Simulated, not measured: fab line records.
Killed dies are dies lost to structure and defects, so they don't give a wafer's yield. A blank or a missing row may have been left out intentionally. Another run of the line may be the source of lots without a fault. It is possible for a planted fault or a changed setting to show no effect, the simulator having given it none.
fab line records + flow sky130
record
- lots=5
- wafers=15
- last_day=50
route steps=708 shown VIA2@523 METAL3@532 PAD_OPEN@708
lots untouched by any fault: they come from a run of this same line in which no faults occurred
start_h: hours from the record's opening day to when the first of the lot's shown wafers began + wait_h: how many hours have passed since the lot's step before this one + " the same as in the row above + L1.1+2: a single row standing in for several wafers + - no value, or no start was given + * or withheld: withheld + < > ~ a bound
route shown NAME@n: names a module that has steps shown in the file, with the first one's number in the route + usual: mean/standard deviation taken from wafers without a fault + same: alike in all rows + chamber/n: place in a boat + sites: the reading at each site + _std_site: how widely they spread, as a standard deviation + _edge_site: mean of outer sites minus mean of inner sites + radius_mm: how far each site lies from the wafer's centre + mask NAME#n: copy n + behind: the most recent tool/chamber to have shaped the wafer + hold: why the lot was held/for how many hours/how that ended + device: which transistor (n, p or np) failed to switch + end of line: the tests these same wafers got at the end of their route + step lacking rows: just its recipe + killed: dies that structure and defects cost at the first sort, which is not the same as the wafer's yield + map: a wafer's dies, x killed, . not, _ none there
set.NAME: the run value of the setting; set.NAME@STEP: its run value at that earlier step + model.NAME: the simulator's own value behind a step, which no gauge read
a table for each step, a row for each wafer; lots at some steps of the route
services: from which hour (start_h, from the record's first day; less than 0 if before it) a tool's chamber was out of use, for how many hours, and why
## steps
# step SKY_VIA2_STRIP_16
# recipe
- chemistry=O2/N2
- power_w=1400
- pressure_mtorr=1500
- platen_temp_c=withheld
- o2_flow_sccm=3000
- n2_flow_sccm=300
- overash_fraction=0.5
# step SKY_VIA2_STRIP_17
# recipe
- chemistry=post_etch_residue_remover
- time_s=1200
- temp_c=72.5
# step SKY_VIA2_CLEAN_18
# recipe
- chemistry=IPA
- time_s=180
- temp_c=25
# step SKY_VIA2_CLEAN_19
# recipe
- chemistry=O3/DIW
- dry=n2_spin
# step SKY_VIA2_SPUTTER_20
# recipe
- material=TiN
- target_thk_nm=20
- chamber_pressure_pa=5
- power_w=4000
- time_s=80
# usual
- throttle_valve_pct=29.9/0.87
| lot.wafer | tool           | chamber | start_h | wait_h | throttle_valve_pct |
|-----------|----------------|---------|---------|--------|--------------------|
| L869.3    | pvd_sputter-03 | -       | 874.61  | 0.0    | 29.3               |
| L869.4    | "              | -       | "       | "      | 29.8               |
| L869.6    | "              | -       | "       | "      | 29.6               |
| L872.2    | pvd_sputter-02 | -       | 905.67  | 0.0    | 30.4               |
| L872.3    | "              | -       | "       | "      | 28.4               |
| L872.5    | "              | -       | "       | "      | 30.9               |
| L877.1    | pvd_sputter-02 | -       | 951.91  | 0.0    | 30.3               |
| L877.2    | "              | -       | "       | "      | 30.5               |
| L877.5    | "              | -       | "       | "      | 28.7               |
| L885.1    | pvd_sputter-03 | -       | 1007.60 | 0.0    | 29.9               |
| L885.5    | "              | -       | "       | "      | 28.9               |
| L885.6    | "              | -       | "       | "      | 29.9               |
| L886.1    | pvd_sputter-03 | -       | 1011.33 | 0.0    | 29.7               |
| L886.2    | "              | -       | "       | "      | 30.0               |
| L886.6    | "              | -       | "       | "      | 28.9               |
# step SKY_VIA2_CVD_21
# recipe
- material=W
- target_thk_nm=420
- time_s=126.4
- temp_c=400
- pressure_torr=40
# usual
- heater_power_w=842/90
| lot.wafer | tool     | chamber | start_h | wait_h | heater_power_w |
|-----------|----------|---------|---------|--------|----------------|
| L869.3    | cvd_w-01 | 0       | 874.72  | 0.1    | 936            |
| L869.4    | "        | 1       | "       | "      | 988            |
| L869.6    | "        | 1       | "       | "      | 988            |
| L872.2    | cvd_w-02 | 1       | 905.73  | 0.0    | 794            |
| L872.3    | "        | 1       | "       | "      | 783            |
| L872.5    | "        | 1       | "       | "      | 770            |
| L877.1    | cvd_w-02 | 1       | 951.98  | 0.0    | 787            |
| L877.2    | "        | 0       | "       | "      | 749            |
| L877.5    | "        | 0       | "       | "      | 763            |
| L885.1    | cvd_w-01 | 0       | 1007.66 | 0.0    | 908            |
| L885.5    | "        | 0       | "       | "      | 874            |
| L885.6    | "        | 1       | "       | "      | 986            |
| L886.1    | cvd_w-01 | 1       | 1011.39 | 0.0    | 968            |
| L886.2    | "        | 0       | "       | "      | 883            |
| L886.6    | "        | 0       | "       | "      | 872            |
# step SKY_VIA2_RS_MEAS_22
# recipe
- thk_meas_gauge=four-point-probe
- reads=W_of_VIA2_CVD_21+TiN_of_VIA2_SPUTTER_20
# usual
- VIA2_W_RS=0.275/0.0032
| lot.wafer | tool          | chamber | start_h | wait_h | VIA2_W_RS[ohm/sq] |
|-----------|---------------|---------|---------|--------|-------------------|
| L869.3    | film_metro-03 | -       | 874.84  | 0.1    | 0.273             |
| L869.4    | "             | -       | "       | "      | 0.272             |
| L869.6    | "             | -       | "       | "      | 0.273             |
| L872.2    | film_metro-02 | -       | 905.88  | 0.1    | 0.270             |
| L872.3    | "             | -       | "       | "      | 0.278             |
| L872.5    | "             | -       | "       | "      | 0.277             |
| L877.1    | film_metro-03 | -       | 952.11  | 0.1    | 0.275             |
| L877.2    | "             | -       | "       | "      | 0.274             |
| L877.5    | "             | -       | "       | "      | 0.270             |
| L885.1    | film_metro-01 | -       | 1007.79 | 0.1    | 0.271             |
| L885.5    | "             | -       | "       | "      | 0.271             |
| L885.6    | "             | -       | "       | "      | 0.272             |
| L886.1    | film_metro-03 | -       | 1011.52 | 0.1    | 0.272             |
| L886.2    | "             | -       | "       | "      | 0.269             |
| L886.6    | "             | -       | "       | "      | 0.273             |
# step SKY_VIA2_THK_MEAS_23
# recipe
- thk_meas_gauge=xrf
- reads=W_of_VIA2_CVD_21
# usual
- VIA2_W_THK=429/10
| lot.wafer | tool          | chamber | start_h | wait_h | VIA2_W_THK[nm] |
|-----------|---------------|---------|---------|--------|----------------|
| L869.3    | film_metro-03 | -       | 874.94  | 0.1    | 440            |
| L869.4    | "             | -       | "       | "      | 441            |
| L869.6    | "             | -       | "       | "      | 440            |
| L872.2    | film_metro-02 | -       | 905.99  | 0.1    | 426            |
| L872.3    | "             | -       | "       | "      | 414            |
| L872.5    | "             | -       | "       | "      | 422            |
| L877.1    | film_metro-03 | -       | 952.23  | 0.1    | 438            |
| L877.2    | "             | -       | "       | "      | 440            |
| L877.5    | "             | -       | "       | "      | 449            |
| L885.1    | film_metro-01 | -       | 1007.91 | 0.1    | 429            |
| L885.5    | "             | -       | "       | "      | 424            |
| L885.6    | "             | -       | "       | "      | 424            |
| L886.1    | film_metro-03 | -       | 1011.64 | 0.1    | 443            |
| L886.2    | "             | -       | "       | "      | 447            |
| L886.6    | "             | -       | "       | "      | 442            |
# step SKY_VIA2_CMP_24
# recipe
- stop_on=SiO2
- t_overpolish_s=20
- down_force_psi=3.5
- platen_rpm=60
- target_thk_nm=0
- pad_velocity_m_s=0.94248
# usual
- edge_zone_pressure_frac=1.001/0.005
- motor_current_A=11.7/0.66
- overpolish_run_s=20.000/0.01
- time_to_endpoint_s=100/4.3
| lot.wafer | tool   | chamber | start_h | wait_h | edge_zone_pressure_frac | motor_current_A | overpolish_run_s | time_to_endpoint_s |
|-----------|--------|---------|---------|--------|-------------------------|-----------------|------------------|--------------------|
| L869.3    | cmp-02 | 0       | 875.03  | 0.1    | 0.993                   | 10.8            | 20.020           | 99                 |
| L869.4    | "      | 1       | "       | "      | 0.996                   | 10.8            | 19.998           | 102                |
| L869.6    | "      | 3       | "       | "      | 0.996                   | 11.8            | 19.999           | 96                 |
| L872.3    | cmp-02 | 2       | 906.09  | 0.1    | 1.006                   | 11.7            | 20.026           | 97                 |
| L872.2    | "      | 3       | "       | "      | 1.003                   | 11.9            | 20.006           | 100                |
| L872.5    | "      | 1       | "       | "      | 1.006                   | 11.5            | 19.996           | 99                 |
| L877.1    | cmp-02 | 2       | 952.45  | 0.2    | 0.992                   | 11.1            | 19.996           | 104                |
| L877.2    | "      | 1       | "       | "      | 1.005                   | 10.3            | 20.008           | 106                |
| L877.5    | "      | 3       | "       | "      | 1.001                   | 12.6            | 20.014           | 104                |
| L885.1    | cmp-02 | 1       | 1007.97 | 0.1    | 1.001                   | 11.3            | 19.994           | 105                |
| L885.5    | "      | 1       | "       | "      | 0.997                   | 11.8            | 19.992           | 99                 |
| L885.6    | "      | 2       | "       | "      | 0.996                   | 12.0            | 19.992           | 107                |
| L886.2    | cmp-01 | 0       | 1011.75 | 0.1    | 1.000                   | 11.0            | 19.994           | 101                |
| L886.1    | "      | 1       | "       | "      | 1.000                   | 11.6            | 19.969           | 104                |
| L886.6    | "      | 0       | "       | "      | 0.998                   | 10.5            | 20.006           | 100                |
# step SKY_METAL3_SPUTTER_00
# recipe
- material=Ti
- target_thk_nm=15
- power_w=2969
- time_s=10
- chamber_pressure_pa=0.4
# step SKY_METAL3_SPUTTER_01
# recipe
- material=TiN
- target_thk_nm=20
- power_w=6500
- time_s=16.7
- chamber_pressure_pa=0.4
# usual
- throttle_valve_pct=29.9/0.83
| lot.wafer | tool           | chamber | start_h | wait_h | throttle_valve_pct |
|-----------|----------------|---------|---------|--------|--------------------|
| L869.3    | pvd_sputter-02 | -       | 875.31  | 0.0    | 31.1               |
| L869.4    | "              | -       | "       | "      | 30.7               |
| L869.6    | "              | -       | "       | "      | 30.7               |
| L872.2    | pvd_sputter-03 | -       | 906.36  | 0.0    | 29.6               |
| L872.3    | "              | -       | "       | "      | 29.3               |
| L872.5    | "              | -       | "       | "      | 30.0               |
| L877.1    | pvd_sputter-02 | -       | 952.77  | 0.0    | 28.6               |
| L877.2    | "              | -       | "       | "      | 30.4               |
| L877.5    | "              | -       | "       | "      | 30.2               |
| L885.1    | pvd_sputter-04 | -       | 1008.29 | 0.0    | 29.3               |
| L885.5    | "              | -       | "       | "      | 29.2               |
| L885.6    | "              | -       | "       | "      | 29.2               |
| L886.1    | pvd_sputter-03 | -       | 1012.02 | 0.0    | 30.0               |
| L886.2    | "              | -       | "       | "      | 29.2               |
| L886.6    | "              | -       | "       | "      | 29.2               |
# step SKY_METAL3_SPUTTER_02
# recipe
- material=AlCu
- target_thk_nm=735
- power_w=10600
- time_s=39.1
- chamber_pressure_pa=0.4
# step SKY_METAL3_SPUTTER_03
# recipe
- material=Ti
- target_thk_nm=5
- power_w=3000
- time_s=3.3
- chamber_pressure_pa=0.4
# usual
- throttle_valve_pct=29.8/0.86
| lot.wafer | tool           | chamber | start_h | wait_h | throttle_valve_pct | model.Ti_of_METAL3_SPUTTER_03.thk_nm |
|-----------|----------------|---------|---------|--------|--------------------|--------------------------------------|
| L869.3    | pvd_sputter-02 | -       | 875.37  | 0.0    | 31.1               | 5.08                                 |
| L869.4    | "              | -       | "       | "      | 30.9               | 4.994                                |
| L869.6    | "              | -       | "       | "      | 30.8               | 5.047                                |
| L872.2    | pvd_sputter-03 | -       | 906.42  | 0.0    | 29.5               | 4.878                                |
| L872.3    | "              | -       | "       | "      | 29.0               | 4.86                                 |
| L872.5    | "              | -       | "       | "      | 30.0               | 4.964                                |
| L877.1    | pvd_sputter-02 | -       | 952.84  | 0.0    | 28.7               | 5.096                                |
| L877.2    | "              | -       | "       | "      | 30.8               | 5.507                                |
| L877.5    | "              | -       | "       | "      | 30.1               | 5.085                                |
| L885.1    | pvd_sputter-04 | -       | 1008.36 | 0.0    | 28.8               | 4.974                                |
| L885.5    | "              | -       | "       | "      | 28.9               | 4.914                                |
| L885.6    | "              | -       | "       | "      | 29.2               | 5.07                                 |
| L886.1    | pvd_sputter-03 | -       | 1012.09 | 0.0    | 29.8               | 5.16                                 |
| L886.2    | "              | -       | "       | "      | 29.0               | 5.168                                |
| L886.6    | "              | -       | "       | "      | 29.1               | 5.111                                |
# step SKY_METAL3_SPUTTER_04
# recipe
- material=TiN
- target_thk_nm=70
- power_w=6500
- time_s=58.3
- chamber_pressure_pa=0.3922
# usual
- throttle_valve_pct=29.9/0.85
| lot.wafer | tool           | chamber | start_h | wait_h | throttle_valve_pct |
|-----------|----------------|---------|---------|--------|--------------------|
| L869.3    | pvd_sputter-02 | -       | 875.39  | 0.0    | 31.4               |
| L869.4    | "              | -       | "       | "      | 30.7               |
| L869.6    | "              | -       | "       | "      | 30.9               |
| L872.2    | pvd_sputter-03 | -       | 906.44  | 0.0    | 29.8               |
| L872.3    | "              | -       | "       | "      | 29.2               |
| L872.5    | "              | -       | "       | "      | 30.0               |
| L877.1    | pvd_sputter-02 | -       | 952.86  | 0.0    | 28.6               |
| L877.2    | "              | -       | "       | "      | 30.7               |
| L877.5    | "              | -       | "       | "      | 30.3               |
| L885.1    | pvd_sputter-04 | -       | 1008.38 | 0.0    | 28.9               |
| L885.5    | "              | -       | "       | "      | 28.9               |
| L885.6    | "              | -       | "       | "      | 29.1               |
| L886.1    | pvd_sputter-03 | -       | 1012.10 | 0.0    | 29.6               |
| L886.2    | "              | -       | "       | "      | 29.1               |
| L886.6    | "              | -       | "       | "      | 29.1               |
# step SKY_PAD_OPEN_PROBE_99
# usual
- defect_limited_yield=82.4/2
- killed_at_M0_to_M3=43/7
- killed_at_M4_up=3.3/1.8
- killed_at_contacts=24/6.2
- killed_at_front_end=16/4.7
- killed_at_other=0.4/0.58
- killed_dies=87/10
- killed_on_rim=16/3.7
- killed_open=47/6.4
- killed_short=39/7
- sort_bin_3_pad_short=0.9/0.35
- sort_bin_5_function=10.3/1.5
- sort_bin_6_memory=6.4/1.2
- sort_n_pass=406/9.9
- sort_yield_pct=82.5/2
# same
- gross_dies=492
- killed_at_back_side=0
- sort_bin_4_leakage[%]=0
- sort_bin_8_speed[%]=0
| lot.wafer | tool      | chamber | start_h | wait_h | defect_limited_yield[%] | killed_at_M0_to_M3 | killed_at_M4_up | killed_at_contacts | killed_at_front_end | killed_at_other | killed_dies | killed_on_rim | killed_open | killed_short | sort_bin_3_pad_short[%] | sort_bin_5_function[%] | sort_bin_6_memory[%] | sort_n_pass | sort_yield_pct[%] |
|-----------|-----------|---------|---------|--------|-------------------------|--------------------|-----------------|--------------------|---------------------|-----------------|-------------|---------------|-------------|--------------|-------------------------|------------------------|----------------------|-------------|-------------------|
| L869.3    | prober-01 | -       | 1100.03 | 0.2    | 80.9                    | 39                 | 4               | 21                 | 30                  | 0               | 94          | 12            | 49          | 45           | 1.4                     | 12.0                   | 5.7                  | 398         | 80.9              |
| L869.4    | prober-01 | -       | 1100.08 | 0.2    | 79.9                    | 44                 | 5               | 18                 | 32                  | 0               | 99          | 18            | 55          | 41           | 1.2                     | 11.2                   | 7.7                  | 393         | 79.9              |
| L869.6    | prober-01 | -       | 1100.18 | 0.2    | 80.7                    | 43                 | 6               | 22                 | 24                  | 0               | 95          | 17            | 44          | 51           | 1.0                     | 11.0                   | 7.3                  | 397         | 80.7              |
| L872.2    | prober-02 | -       | 1121.83 | 0.1    | 78.0                    | 46                 | 6               | 36                 | 19                  | 1               | 108         | 15            | 49          | 59           | 1.0                     | 14.4                   | 6.5                  | 384         | 78.0              |
| L872.3    | prober-02 | -       | 1121.88 | 0.2    | 81.7                    | 40                 | 4               | 30                 | 16                  | 0               | 90          | 12            | 48          | 42           | 1.4                     | 10.2                   | 6.7                  | 402         | 81.7              |
| L872.5    | prober-02 | -       | 1121.98 | 0.2    | 86.4                    | 31                 | 1               | 23                 | 12                  | 0               | 67          | 11            | 42          | 25           | 0.4                     | 8.3                    | 4.9                  | 425         | 86.4              |
| L877.1    | prober-02 | -       | 1154.68 | 0.1    | 83.5                    | 46                 | 3               | 14                 | 17                  | 1               | 81          | 15            | 41          | 40           | 1.0                     | 9.3                    | 6.1                  | 411         | 83.5              |
| L877.2    | prober-02 | -       | 1154.73 | 0.1    | 83.5                    | 44                 | 5               | 18                 | 14                  | 0               | 81          | 12            | 44          | 37           | 1.0                     | 10.8                   | 4.7                  | 411         | 83.5              |
| L877.5    | prober-02 | -       | 1154.88 | 0.2    | 81.5                    | 47                 | 4               | 18                 | 22                  | 0               | 91          | 19            | 51          | 40           | 1.4                     | 11.8                   | 5.3                  | 401         | 81.5              |
| L885.1    | prober-01 | -       | 1197.89 | 0.1    | 81.5                    | 44                 | 1               | 33                 | 13                  | 0               | 91          | 16            | 47          | 42           | 0.8                     | 10.2                   | 7.5                  | 401         | 81.5              |
| L885.5    | prober-01 | -       | 1198.09 | 0.2    | 79.9                    | 46                 | 4               | 34                 | 15                  | 0               | 99          | 20            | 51          | 48           | 0.4                     | 14.0                   | 5.7                  | 393         | 79.9              |
| L885.6    | prober-01 | -       | 1198.14 | 0.2    | 78.5                    | 50                 | 7               | 29                 | 20                  | 0               | 106         | 15            | 53          | 53           | 1.6                     | 11.6                   | 8.3                  | 386         | 78.5              |
| L886.1    | prober-01 | -       | 1202.37 | 0.1    | 86.2                    | 30                 | 2               | 25                 | 10                  | 1               | 68          | 13            | 31          | 37           | 0.6                     | 7.3                    | 5.9                  | 424         | 86.2              |
| L886.2    | prober-01 | -       | 1202.42 | 0.1    | 85.4                    | 35                 | 3               | 18                 | 16                  | 0               | 72          | 18            | 39          | 33           | 0.4                     | 8.1                    | 6.1                  | 420         | 85.4              |
| L886.6    | prober-01 | -       | 1202.62 | 0.2    | 81.9                    | 51                 | 3               | 27                 | 7                   | 1               | 89          | 15            | 43          | 46           | 0.6                     | 10.8                   | 6.7                  | 403         | 81.9              |
# killed by level:class
L869.3 FIELD_ISO:geometric_particle:open=13 VIA1:geometric_particle:open=8 VIA1:geometric_particle:short=7 CONTACT:geometric_particle:open=6 FIELD_ISO:geometric_particle:short=5 POLY_GATE:geometric_particle:short=5 POLY_GATE:geometric_particle:open=5 CONTACT:geometric_particle:short=5
L869.4 FIELD_ISO:geometric_particle:open=10 LI_CONTACT:geometric_particle:open=8 METAL2:geometric_particle:short=8 VIA3:geometric_particle:open=7 POLY_GATE:geometric_particle:open=6 CONTACT:geometric_particle:open=6 METAL1:geometric_particle:open=6 POLY_GATE:geometric_particle:short=5
L869.6 VIA1:geometric_particle:open=11 FIELD_ISO:geometric_particle:short=9 LOCAL_INTERCONNECT:geometric_particle:short=8 VIA1:geometric_particle:short=6 METAL2:geometric_particle:short=6 LI_CONTACT:geometric_particle:open=5 POLY_GATE:geometric_particle:short=5 CONTACT:geometric_particle:open=5
L872.2 CONTACT:geometric_particle:open=13 VIA1:geometric_particle:open=10 FIELD_ISO:geometric_particle:short=8 LOCAL_INTERCONNECT:geometric_particle:short=7 VIA1:geometric_particle:short=6 VIA3:geometric_particle:short=6 METAL4:geometric_particle:short=6 LI_CONTACT:geometric_particle:open=5
L872.3 VIA1:geometric_particle:open=12 LI_CONTACT:geometric_particle:open=10 VIA2:geometric_particle:open=6 CONTACT:geometric_particle:open=6 FIELD_ISO:geometric_particle:short=5 CONTACT:geometric_particle:short=5 METAL2:geometric_particle:short=5 METAL4:geometric_particle:short=4
L872.5 VIA1:geometric_particle:open=10 CONTACT:geometric_particle:open=8 VIA2:geometric_particle:open=7 LI_CONTACT:geometric_particle:open=6 CONTACT:geometric_particle:short=6 FIELD_ISO:geometric_particle:short=4 METAL1:geometric_particle:short=4 POLY_GATE:geometric_particle:open=3
L877.1 VIA1:geometric_particle:open=10 METAL1:geometric_particle:short=9 POLY_GATE:geometric_particle:open=7 METAL2:geometric_particle:short=7 VIA1:geometric_particle:short=7 LI_CONTACT:geometric_particle:open=5 VIA2:geometric_particle:open=5 FIELD_ISO:geometric_particle:open=4
L877.2 VIA1:geometric_particle:open=10 VIA2:geometric_particle:open=9 LI_CONTACT:geometric_particle:open=8 VIA1:geometric_particle:short=7 POLY_GATE:geometric_particle:short=5 LOCAL_INTERCONNECT:geometric_particle:short=5 VIA3:geometric_particle:open=5 METAL1:geometric_particle:short=4
L877.5 VIA1:geometric_particle:open=11 POLY_GATE:geometric_particle:open=7 POLY_GATE:geometric_particle:short=7 LI_CONTACT:geometric_particle:open=7 METAL2:geometric_particle:short=6 CONTACT:geometric_particle:open=5 VIA1:geometric_particle:short=5 VIA2:geometric_particle:open=5
L885.1 CONTACT:geometric_particle:open=14 VIA1:geometric_particle:open=9 VIA3:geometric_particle:open=9 METAL2:geometric_particle:short=7 LOCAL_INTERCONNECT:geometric_particle:short=6 VIA1:geometric_particle:short=6 METAL1:geometric_particle:short=5 CONTACT:geometric_particle:short=5
L885.5 VIA1:geometric_particle:open=12 VIA3:geometric_particle:open=10 CONTACT:geometric_particle:open=9 CONTACT:geometric_particle:short=8 METAL2:geometric_particle:short=8 LI_CONTACT:geometric_particle:open=7 LI_CONTACT:geometric_particle:short=5 LOCAL_INTERCONNECT:geometric_particle:short=5
L885.6 METAL2:geometric_particle:short=12 LI_CONTACT:geometric_particle:open=9 CONTACT:geometric_particle:open=9 VIA3:geometric_particle:open=9 FIELD_ISO:geometric_particle:open=6 VIA2:geometric_particle:open=5 VIA1:geometric_particle:short=5 POLY_GATE:geometric_particle:short=4
L886.1 CONTACT:geometric_particle:open=10 VIA1:geometric_particle:open=8 METAL1:geometric_particle:short=6 VIA1:geometric_particle:short=6 LI_CONTACT:geometric_particle:open=4 LI_CONTACT:geometric_particle:short=4 CONTACT:geometric_particle:short=4 METAL3:geometric_particle:short=3
L886.2 LOCAL_INTERCONNECT:geometric_particle:short=6 CONTACT:geometric_particle:open=6 VIA2:geometric_particle:open=6 VIA3:geometric_particle:open=6 FIELD_ISO:geometric_particle:short=5 VIA1:geometric_particle:open=5 VIA1:geometric_particle:short=5 POLY_GATE:geometric_particle:open=4
L886.6 CONTACT:geometric_particle:open=13 VIA1:geometric_particle:open=9 METAL1:geometric_particle:short=8 VIA2:geometric_particle:short=8 VIA3:geometric_particle:open=7 CONTACT:geometric_particle:short=6 VIA1:geometric_particle:short=5 LI_CONTACT:geometric_particle:open=4
## services
| tool           | chamber | start_h | hours | kind                   |
|----------------|---------|---------|-------|------------------------|
| cmp-01         | -       | 854.48  | 3.1   | repair                 |
| cmp-01         | -       | 858.35  | 5.7   | pm                     |
| pvd_sputter-03 | 0       | 880.90  | -     | consumable_replace:kit |
| pvd_sputter-03 | 0       | 880.90  | 18.0  | scheduled_down         |
| pvd_sputter-03 | 0       | 880.90  | 18.0  | vent_cycle             |
| cvd_w-01       | -       | 882.83  | 14.6  | pm                     |
| cmp-02         | -       | 889.81  | 1.9   | repair                 |
| cvd_w-01       | -       | 904.00  | 14.0  | pm                     |
| cvd_w-01       | 0       | 904.00  | 14.0  | vent_cycle             |
| cvd_w-01       | 1       | 904.00  | 14.0  | vent_cycle             |
| cmp-01         | -       | 912.29  | 4.0   | pm                     |
| cmp-02         | -       | 913.94  | 2.0   | repair                 |
| pvd_sputter-02 | 0       | 914.09  | -     | consumable_replace:kit |
| pvd_sputter-02 | 0       | 914.09  | 18.0  | scheduled_down         |
| pvd_sputter-02 | 0       | 914.09  | 18.0  | vent_cycle             |
| cvd_w-01       | 0       | 918.00  | -     | clean                  |
| cvd_w-01       | 1       | 918.00  | -     | clean                  |
| pvd_sputter-03 | -       | 924.89  | 2.9   | repair                 |
| cmp-02         | -       | 930.03  | 0.5   | repair                 |
| cmp-01         | -       | 943.91  | 1.9   | repair                 |
| cmp-01         | -       | 951.30  | 1.7   | repair                 |
| pvd_sputter-04 | 0       | 961.27  | -     | consumable_replace:kit |
| pvd_sputter-04 | 0       | 961.27  | 18.0  | scheduled_down         |
| pvd_sputter-04 | 0       | 961.27  | 18.0  | vent_cycle             |
## key
first_sign none at tools or gauges
model_effect
- step=SKY_METAL3_SPUTTER_03
- value=Ti_of_METAL3_SPUTTER_03.thk_nm
- without=5.037
- struck=5.507
met_at SKY_METAL3_SPUTTER_03
struck_wafers L877.2
onset_between 875.37 952.84
fault
- kind=process_parameter_drift
- tool=pvd_sputter-02
- chamber=-
- onset_h=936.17
- steps=SKY_METAL3_SPUTTER_03
- channel=time_s
- offset=*
- shape=step
- end_h=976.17
- acts_in=*
- stated=*
- scope=struck_wafers_only
